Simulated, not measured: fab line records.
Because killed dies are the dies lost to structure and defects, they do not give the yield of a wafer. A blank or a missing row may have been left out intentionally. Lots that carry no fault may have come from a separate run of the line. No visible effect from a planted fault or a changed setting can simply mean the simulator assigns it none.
Matching of chambers || flow sky130 || cmp-01 running SKY_FIELD_ISO_CMP_27: 4 sister chambers
The step polishes, stops on Si3N4, t overpolish 16 s, target thk 457.8 nm. 7 wafers are shown with their chamber, then 8 later ones without.

WAFERS WITH THEIR CHAMBER
{"wafer": "L083.6", "chamber": 3, "motor_current_A (A)": 10.3, "head_pressure_psi (psi)": 4.035}
{"wafer": "L084.3", "chamber": 0, "motor_current_A (A)": 10.2, "head_pressure_psi (psi)": 3.999}
{"wafer": "L085.5", "chamber": 2, "motor_current_A (A)": 13.6, "head_pressure_psi (psi)": 3.993}
{"wafer": "L086.1", "chamber": 0, "motor_current_A (A)": 9.8, "head_pressure_psi (psi)": 4.000}
{"wafer": "L086.3", "chamber": 2, "motor_current_A (A)": 13.6, "head_pressure_psi (psi)": 3.995}
{"wafer": "L086.4", "chamber": 1, "motor_current_A (A)": 13.3, "head_pressure_psi (psi)": 3.986}
{"wafer": "L089.1", "chamber": 1, "motor_current_A (A)": 13.5, "head_pressure_psi (psi)": 4.009}

WAFERS MISSING THEIR CHAMBER
{"wafer": "L089.2", "motor_current_A (A)": 10.5, "head_pressure_psi (psi)": 4.008}
{"wafer": "L089.3", "motor_current_A (A)": 14.0, "head_pressure_psi (psi)": 3.987}
{"wafer": "L090.1", "motor_current_A (A)": 10.4, "head_pressure_psi (psi)": 4.003}
{"wafer": "L090.2", "motor_current_A (A)": 12.2, "head_pressure_psi (psi)": 3.995}
{"wafer": "L090.5", "motor_current_A (A)": 10.3, "head_pressure_psi (psi)": 4.006}
{"wafer": "L092.2", "motor_current_A (A)": 13.6, "head_pressure_psi (psi)": 3.991}
{"wafer": "L092.4", "motor_current_A (A)": 13.2, "head_pressure_psi (psi)": 3.999}
{"wafer": "L092.5", "motor_current_A (A)": 13.0, "head_pressure_psi (psi)": 3.984}

EACH ONE'S CHAMBER
{"wafer": "L089.2", "from the rows above": "can't be placed: 0 or 3", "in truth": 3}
{"wafer": "L089.3", "from the rows above": "can't be placed: 2 or 1", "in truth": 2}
{"wafer": "L090.1", "from the rows above": "can't be placed: 0 or 3", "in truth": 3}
{"wafer": "L090.2", "from the rows above": "can't be placed: 1 or 2", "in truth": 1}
{"wafer": "L090.5", "from the rows above": "can't be placed: 0 or 3", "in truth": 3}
{"wafer": "L092.2", "from the rows above": "can't be placed: 2 or 1", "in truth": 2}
{"wafer": "L092.4", "from the rows above": "can't be placed: 1 or 2", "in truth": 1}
{"wafer": "L092.5", "from the rows above": "can't be placed: 1 or 2", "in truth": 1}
Correct placement for 0 of the 8. Unplaceable from these rows: 8, with the true chamber sitting among the candidates in 8. 0 placed wrongly.
How it was worked out, from the rows above alone: a wafer's distance from a chamber is the root of the sum, over the readings, of the square of ((its reading less the chamber's mean) divided by the reading's scatter). The wafer belongs to the nearest chamber; if the next one is less than 2 further off, it can't be placed. Each chamber's mean is taken over the wafers shown for it. The scatter is the square root of a quotient: the sum, over the shown wafers, of each reading's squared deviation from its chamber's mean, divided by wafers minus chambers.
